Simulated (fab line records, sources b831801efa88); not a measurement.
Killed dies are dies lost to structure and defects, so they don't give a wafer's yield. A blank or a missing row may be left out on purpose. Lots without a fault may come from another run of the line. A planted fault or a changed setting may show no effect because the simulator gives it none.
Which tool did it? | flow sky130 | 14 lots, 42 wafers sampled, at 4 steps of a route of 708

WHAT THE GAUGES READ, wafer by wafer
SKY_SD_N_OVL_MEAS_08.
lot  | measured     | on         | SD_N_OVL (nm)
L697 | day 28 14:56 | overlay-02 | 0.2 1.5 2.7
L700 | day 29 21:22 | overlay-02 | -1.1 0.1 -1.1
L701 | day 30 03:35 | overlay-01 | -0.3 0.7 0.5
L702 | day 30 07:29 | overlay-02 | -0.9 -1.7 -1.8
L703 | day 31 09:15 | overlay-01 | -1.1 -0.5 0.0
L705 | day 31 14:20 | overlay-01 | 0.7 0.1 1.5
L707 | day 32 01:44 | overlay-02 | -2.1 -1.1 -1.3
L708 | day 32 09:58 | overlay-01 | -0.6 0.3 0.8
L710 | day 32 18:31 | overlay-01 | -1.9 -2.3 -3.0
L713 | day 33 23:27 | overlay-02 | -0.4 -1.7 0.2
L714 | day 34 08:55 | overlay-02 | 0.7 1.6 2.4
L715 | day 34 16:00 | overlay-02 | 2.7 1.3 -0.5
L716 | day 34 18:30 | overlay-01 | 0.7 -0.7 0.0
L717 | day 35 00:22 | overlay-01 | -1.4 -1.6 -1.1

SKY_SD_N_TW_MEAS_12.
lot  | measured     | on            | SD_N_TW
L697 | day 28 15:22 | film_metro-04 | 4036 4059 4056
L700 | day 29 21:48 | film_metro-01 | 3989 4013 3987
L701 | day 30 04:01 | film_metro-01 | 3983 3998 3979
L702 | day 30 07:55 | film_metro-04 | 4066 4029 4020
L703 | day 31 09:41 | film_metro-02 | 3922 3935 3934
L705 | day 31 14:46 | film_metro-02 | 3922 3944 3944
L707 | day 32 02:11 | film_metro-01 | 3985 3976 3976
L708 | day 32 10:25 | film_metro-02 | 4001 4001 4016
L710 | day 32 18:57 | film_metro-01 | 3972 3987 3955
L713 | day 33 23:53 | film_metro-04 | 4027 4009 4035
L714 | day 34 09:21 | film_metro-02 | 4021 3986 3993
L715 | day 34 16:26 | film_metro-04 | 4000 3987 4029
L716 | day 34 18:56 | film_metro-01 | 3982 3965 3992
L717 | day 35 00:48 | film_metro-04 | 4024 4042 4047

SKY_LOCAL_INTERCONNECT_RS_MEAS_01: measures by four-point-probe.
lot  | measured     | on            | LOCAL_INTERCONNECT_TIN_RS (ohm/sq)
L697 | day 29 22:07 | film_metro-03 | 14.25 14.38 14.33
L700 | day 31 04:04 | film_metro-03 | 14.15 14.14 14.20
L701 | day 31 09:54 | film_metro-03 | 14.16 14.07 14.01
L702 | day 31 13:06 | film_metro-03 | 14.23 14.13 14.24
L703 | day 32 15:30 | film_metro-02 | 14.31 14.45 14.19
L705 | day 32 20:14 | film_metro-04 | 14.17 14.45 14.24
L710 | day 33 23:42 | film_metro-02 | 14.03 14.34 14.27
L713 | day 35 04:52 | film_metro-03 | 14.10 14.09 13.95
L714 | day 35 15:13 | film_metro-02 | 14.25 14.04 14.36
L715 | day 35 22:24 | film_metro-04 | 14.39 14.05 14.01
L716 | day 36 01:38 | film_metro-04 | 14.07 14.19 14.09
L717 | day 36 06:41 | film_metro-02 | 14.07 14.12 14.03

WHICH TOOL RAN EACH LOT (tool, then ch and the chambers of the sampled wafers, then the start)
lot  | SKY_LI_CONTACT_SPUTTER_20
L697 | pvd_sputter-01, day 29 21:23
L700 | pvd_sputter-01, day 31 03:19
L701 | pvd_sputter-02, day 31 09:10
L702 | pvd_sputter-02, day 31 12:22
L703 | pvd_sputter-04, day 32 14:46
L705 | pvd_sputter-04, day 32 19:29
L707 | pvd_sputter-02, day 33 07:44
L708 | pvd_sputter-02, day 33 13:17
L710 | pvd_sputter-02, day 33 22:58
L713 | pvd_sputter-01, day 35 04:07
L714 | pvd_sputter-01, day 35 14:28
L715 | pvd_sputter-02, day 35 21:40
L716 | pvd_sputter-02, day 36 00:55
L717 | pvd_sputter-02, day 36 05:56
- SKY_LI_CONTACT_SPUTTER_20: material TiN, target thk 20 nm, time 80 s.

WHAT THE TOOLS THEMSELVES READ (means of the sampled wafers that have a number; where no wafer has one, the mark that the record gives instead)
SKY_LI_CONTACT_SPUTTER_20.
lot  | tool           | cathode_dc_power_W (W) | chamber_pressure_pa (Pa) | throttle_valve_pct (%)
L697 | pvd_sputter-01 | 4000.1                 | 4.997                    | 30.4
L700 | pvd_sputter-01 | 3999.8                 | 5.004                    | 29.7
L701 | pvd_sputter-02 | 3999.7                 | 5.005                    | 29.6
L702 | pvd_sputter-02 | 4000.3                 | 5.002                    | 30.3
L703 | pvd_sputter-04 | 4000.0                 | 4.989                    | 30.3
L705 | pvd_sputter-04 | 4000.4                 | 4.994                    | 29.7
L707 | pvd_sputter-02 | -                      | -                        | -
L708 | pvd_sputter-02 | -                      | -                        | -
L710 | pvd_sputter-02 | 3999.9                 | 4.996                    | 30.1
L713 | pvd_sputter-01 | 4000.0                 | 5.002                    | 30.4
L714 | pvd_sputter-01 | 3999.6                 | 5.007                    | 30.1
L715 | pvd_sputter-02 | 3999.5                 | 4.988                    | 29.5
L716 | pvd_sputter-02 | 4000.6                 | 4.995                    | 30.1
L717 | pvd_sputter-02 | 4000.1                 | 5.004                    | 30.0

THE ANSWER, worked out from the rows above alone
Rule: what is usual is taken from the lots themselves. Put in order of their means at a reading, lots are off if they are a third of the lots or fewer, leave a main group of 4 or more, and stand apart from it by a gap of 3 or more times the standard deviation of the main group's means; of several such gaps the widest counts. A main group whose means are all the same, to the digits that the tables above print for the reading, isn't used. A lot without any number at a reading at which 4 lots or more have one is off too. The other lots that the step has rows for count as sound. The gauges are gone through in route order, then the tools' own readings, and for those a lot's mean is taken as printed above. The first step at which some lot is off is used, and at that step the reading that is off furthest; a lot without a number counts as furthest.
Off: L707, L708, at SKY_LI_CONTACT_SPUTTER_20 (cathode_dc_power_W). Without a number there: L707, L708. The main group: mean 4000.0 W, standard deviation 0.31.
A tool fits if, at that step or a process step before it, it ran every lot that is off, and no sound lot after the first of them. None of those tried fits.

WHAT THE SIMULATOR HAD PUT IN
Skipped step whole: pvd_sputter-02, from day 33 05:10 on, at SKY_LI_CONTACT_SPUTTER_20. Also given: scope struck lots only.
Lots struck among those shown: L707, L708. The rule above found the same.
